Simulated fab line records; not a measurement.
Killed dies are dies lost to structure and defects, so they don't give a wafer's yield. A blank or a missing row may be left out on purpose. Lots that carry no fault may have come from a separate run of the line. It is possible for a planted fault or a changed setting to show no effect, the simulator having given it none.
Matching of chambers | flow sky130 | SKY_CONTACT_CMP_27 on cmp-01 has 4 sister chambers
The step polishes, stops on SiO2, t overpolish 15 s, target thk 0 nm. 8 wafers are shown with their chamber, then 7 later ones without.

## WAFERS, EACH WITH ITS CHAMBER
wafer  | chamber | motor_current_A (A) | time_to_endpoint_s (s)
L633.4 | 2       | 11.5                | 82.0
L633.5 | 2       | 11.6                | 81.2
L644.2 | 1       | 11.7                | 81.9
L648.2 | 0       | 8.2                 | 86.5
L648.4 | 3       | 9.4                 | 80.5
L648.5 | 1       | 12.3                | 83.8
L649.3 | 0       | 8.1                 | 86.1
L649.4 | 3       | 9.5                 | 81.8

## WAFERS WHOSE CHAMBER IS MISSING
wafer  | motor_current_A (A) | time_to_endpoint_s (s)
L649.6 | 11.3                | 82.3
L651.1 | 9.2                 | 78.7
L651.4 | 7.6                 | 82.5
L651.5 | 11.9                | 81.8
L653.1 | 8.3                 | 86.1
L653.3 | 11.2                | 80.0
L653.5 | 9.6                 | 84.1

## EACH ONE'S CHAMBER
wafer  | from the rows above     | in truth
L649.6 | can't be placed: 2 or 1 | 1
L651.1 | 3                       | 3
L651.4 | 0                       | 0
L651.5 | can't be placed: 1 or 2 | 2
L653.1 | 0                       | 0
L653.3 | 2                       | 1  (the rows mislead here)
L653.5 | 3                       | 3
Correct placement for 4 of the 7. Not placeable from these rows: 2 (in 2, the candidates include the true chamber). Placed wrongly: 1.
How it was worked out, from the rows above alone: a wafer's distance from a chamber is the root of the sum, over the readings, of the square of ((its reading less the chamber's mean) divided by the reading's scatter). The wafer belongs to the nearest chamber; if the next one is less than 2 further off, it can't be placed. The mean given for a chamber averages the wafers shown for that chamber. The scatter: the root of (the sum of the squares of (reading less its chamber's mean) over the shown wafers, divided by (wafers less chambers)).
